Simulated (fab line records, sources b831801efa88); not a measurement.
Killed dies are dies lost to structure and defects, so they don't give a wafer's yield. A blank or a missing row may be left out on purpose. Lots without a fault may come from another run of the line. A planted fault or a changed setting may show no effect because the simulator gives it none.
Which tool did it? | flow sky130 | 10 lots, 30 wafers sampled, at 5 steps of a route of 708

WHAT THE GAUGES READ, wafer by wafer
SKY_PASSIVATION_THK_MEAS_03.
lot  | measured     | on            | PASSIVATION_CVD_02_THK (nm)
L998 | day 44 15:32 | film_metro-01 | 523 537 536
L100 | day 44 18:28 | film_metro-02 | 540 551 545
L101 | day 45 06:56 | film_metro-02 | 533 545 549
L103 | day 45 13:58 | film_metro-01 | 532 548 544
L104 | day 45 19:32 | film_metro-01 | 535 539 537
L105 | day 46 01:34 | film_metro-03 | 537 530 538
L106 | day 46 13:44 | film_metro-03 | 535 552 554
L112 | day 47 18:09 | film_metro-01 | 548 572 547
L115 | day 48 08:05 | film_metro-03 | 530 553 568
L118 | day 48 22:07 | film_metro-03 | 529 534 541

WHICH TOOL RAN EACH LOT (tool, then ch and the chambers of the sampled wafers, then the start)
lot  | SKY_METAL2_ETCH_18                | SKY_VIA2_ETCH_14                   | SKY_CAPM_STRIP_14                    | SKY_PASSIVATION_CVD_02
L998 | rie_metal-01 ch 0,1, day 35 23:26 | rie_diel-03 ch 0,1,2, day 37 02:58 | plasma_asher-01 ch 0,1, day 38 06:56 | pecvd-02 ch 0, day 44 14:52
L100 | rie_metal-04 ch 0,1, day 36 07:50 | rie_diel-03 ch 0,1, day 37 10:40   | plasma_asher-02 ch 0,1, day 38 13:16 | pecvd-01 ch 2, day 44 18:07
L101 | rie_metal-03 ch 1, day 36 20:37   | rie_diel-03 ch 1,2, day 37 23:18   | plasma_asher-02 ch 0,1, day 39 02:08 | pecvd-01 ch 1,2, day 45 06:43
L103 | rie_metal-03 ch 0,1, day 37 06:07 | rie_diel-04 ch 2,3, day 38 08:13   | plasma_asher-04 ch 0,1, day 39 10:13 | pecvd-02 ch 0,2, day 45 13:43
L104 | rie_metal-04 ch 0,1, day 37 10:15 | rie_diel-03 ch 0,2, day 38 13:00   | plasma_asher-01 ch 0,1, day 39 15:14 | pecvd-03 ch 1,2, day 45 19:18
L105 | rie_metal-04 ch 0,1, day 37 17:22 | rie_diel-02 ch 0,1,3, day 38 20:39 | plasma_asher-04 ch 0,1, day 39 22:01 | pecvd-01 ch 0,1,2, day 46 01:21
L106 | rie_metal-04 ch 0,1, day 38 04:49 | rie_diel-04 ch 0,2,3, day 39 07:29 | plasma_asher-01 ch 0,1, day 40 09:29 | pecvd-02 ch 0,1,2, day 46 13:31
L112 | rie_metal-01 ch 1, day 39 18:01   | rie_diel-03 ch 0,2,3, day 40 19:56 | plasma_asher-02 ch 1, day 41 20:56   | pecvd-02 ch 0,1,2, day 47 17:55
L115 | rie_metal-03 ch 0,1, day 40 08:01 | rie_diel-04 ch 0,1,3, day 41 09:20 | plasma_asher-04 ch 0,1, day 42 10:41 | pecvd-02 ch 0,1,2, day 48 07:52
L118 | rie_metal-04 ch 0,1, day 41 06:15 | rie_diel-02 ch 0,1,2, day 42 06:54 | plasma_asher-01 ch 0,1, day 43 08:34 | pecvd-03 ch 1,2, day 48 21:52
- SKY_METAL2_ETCH_18: etches BARC in N2/H2, stops on SiO2, time 45.9 s, target depth 60 nm.
- SKY_VIA2_ETCH_14: etches BARC in N2/H2, stops on SiO2, time 45.9 s, target depth 60 nm.
- SKY_CAPM_STRIP_14: strips in O2/N2.
- SKY_PASSIVATION_CVD_02: deposits Si3N4, target thk 540 nm.

THE ANSWER, worked out from the rows above alone
Rule: what is usual is taken from the lots themselves. Put in order of their means at a reading, lots are off if they are a third of the lots or fewer, leave a main group of 4 or more, and stand apart from it by a gap of 3 or more times the standard deviation of the main group's means; of several such gaps the widest counts. A main group whose means are all the same, to the digits that the tables above print for the reading, isn't used. A lot without any number at a reading at which 4 lots or more have one is off too. The other lots that the step has rows for count as sound.
No lot is off at any reading shown: from this, nothing can be told.

WHAT THE SIMULATOR HAD PUT IN
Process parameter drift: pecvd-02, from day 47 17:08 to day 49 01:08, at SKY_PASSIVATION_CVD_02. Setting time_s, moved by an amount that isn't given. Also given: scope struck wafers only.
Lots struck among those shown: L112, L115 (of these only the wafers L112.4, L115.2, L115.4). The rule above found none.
